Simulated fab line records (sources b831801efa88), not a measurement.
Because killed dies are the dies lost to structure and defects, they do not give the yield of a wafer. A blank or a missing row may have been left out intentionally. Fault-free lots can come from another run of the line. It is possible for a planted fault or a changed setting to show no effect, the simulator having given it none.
A struck lot beside a sound one ; flow sky130 ; 22 out of 708 route steps
Sound: the wafers L996.2, L996.4, L996.6. Wafers L992.3, L992.4, L992.5 were the ones struck. The cause is given at the end.
For every step that has rows: the tool of each side, followed by ch and its chambers, followed by its first start. Under that, the readings that differ: sound wafers ; struck wafers ; difference of the means ; sigmas: that difference in standard deviations of wafers without a fault.
alike: a reading whose means differ by less than 2 such deviations, as well as words and numbers matching on both sides. not compared: withheld readings; readings where some wafer has no value; bounds like >300 that might hide an equal value; numbers whose values overlap and for which the record gives no deviation.
The two part at a step that has a row with sigmas, a row that says differs or no value, or rows on one side only. Numbers that don't overlap but have no deviation are shown without sigmas and don't part them. A reading that every wafer of one side lacks parts them only if that side has two wafers or more.

first, 1 step without rows for these wafers: SKY_CAPM_DEVELOP_11 (develop time 60 s).
SKY_CAPM_OVL_MEAS_12:
  struck on overlay-02, day 42 09:07; sound on overlay-02, day 43 06:11
  alike: CAPM_OVL
SKY_CAPM_METAL_ETCH_13: etches TiN in Cl2/BCl3, stops on SiO2, target depth 220 nm, time 62.9 s.
  sound on rie metal-04 ch 1, day 43 06:13; struck on rie metal-04 ch 0,1, day 42 09:10
  alike: drypump motor current A, oes product au, throttle valve pct
  not compared: rf hours counter h
SKY_CAPM_STRIP_14: strips in O2/N2.
  sound on plasma asher-03 ch 0,1, day 43 06:17; struck on plasma asher-03 ch 0,1, day 42 09:16
  alike: drypump motor current A, oes product au, strip time to endpoint s
  not compared: rf hours counter h
then, 8 steps without rows for these wafers: SKY_CAPM_STRIP_15 (strips in post etch residue remover, time 1200 s); SKY_CAPM_CLEAN_16 (cleans in IPA, time 180 s); SKY_CAPM_CLEAN_17 (cleans in O3/DIW); SKY_METAL3_DEHYDRATE_05 (time 60 s); SKY_METAL3_HMDS_06 (prime time 60 s); SKY_METAL3_COAT_07 (resist thk 60 nm); SKY_METAL3_COAT_08 (resist thk 1140 nm); SKY_METAL3_SOFTBAKE_09 (time 90 s).
SKY_METAL3_EXPOSE_10: exposes mask MM3, target cd 300 nm.
  sound on krf scanner-02 ch 0, day 43 17:58; struck on krf scanner-01 ch 0, day 42 20:35
reading;sound;struck;difference;sigmas
exposure dose mJ cm2;28.04 28.02 28.03;27.14 27.15 27.12;-0.89;-29
  alike: mask
then, 2 steps without rows for these wafers: SKY_METAL3_PEB_11; SKY_METAL3_DEVELOP_12 (develop time 60 s).
SKY_METAL3_CD_MEAS_13 targets a cd of 300 nm.
  struck on cd sem-02, day 43 07:41; sound on cd sem-02, day 44 05:01
reading;sound;struck;difference;sigmas
cd nm (nm);299.9 301.6 299.7;304.5 304.2 303.7;+3.7;+2
SKY_METAL3_OVL_MEAS_14:
  struck on overlay-02, day 43 07:46; sound on overlay-02, day 44 05:07
  alike: METAL3_OVL
SKY_METAL3_DESCUM_15: chemistry O2, time 8 s.
  sound on rie metal-04 ch 0,1, day 44 05:08; struck on rie metal-01 ch 0,1, day 43 07:48
reading;sound;struck;difference;sigmas
model.METAL3.cd nm (nm);300 301.8 299.9;304.3 304.8 303;+3.5;
  alike: drypump motor current A, oes product au
  not compared: rf hours counter h
SKY_METAL3_ETCH_16: etches BARC in N2/H2, stops on SiO2, time 88.2 s, target depth 60 nm.
  sound on rie metal-04 ch 0,1, day 44 05:10; struck on rie metal-01 ch 0,1, day 43 07:52
  alike: drypump motor current A, oes product au, throttle valve pct
  not compared: rf hours counter h
SKY_METAL3_ETCH_17: etches SiO2 in C4F8/O2/Ar, stops on TiN, time 3.9 s, target depth 15 nm.
  sound on rie diel-02 ch 0,2, day 44 05:16; struck on rie diel-02 ch 0,1,2, day 43 07:55
reading;sound;struck;difference;sigmas
model.METAL3.cd nm (nm);299.8 303.1 300.1;304.3 307 303.5;+3.9;
  alike: oes product au
  not compared: rf hours counter h
SKY_METAL3_METAL_ETCH_18: etches the open film in Cl2/BCl3, stops on SiO2, target depth 845 nm, time 183.1 s.
  sound on rie metal-01 ch 1, day 44 05:21; struck on rie metal-04 ch 0,1, day 43 08:00
reading;sound;struck;difference;sigmas
drypump motor current A (A);6.6 6.6 6.6;4.9 6.1 4.9;-1.3;-3
  alike: oes product au, throttle valve pct
  not compared: rf hours counter h
-- the record jumps here: 6 days lie between the struck wafers' starts before and after (it left off in module METAL3 and takes up again in module PAD_OPEN, whose first step shown is number 708 of the route) --
SKY_PAD_OPEN_PROBE_99:
  the record has rows for the struck wafers here (prober-01, day 49 13:56) and none for the sound ones

## WHERE THEY PART
Last at SKY_PAD_OPEN_PROBE_99 as far as this record goes, first at SKY_METAL3_EXPOSE_10.

WHY: what the simulator had put in
Process parameter drift: krf scanner-01, from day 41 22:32 on, at SKY_METAL3_EXPOSE_10. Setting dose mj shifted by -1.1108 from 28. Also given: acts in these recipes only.
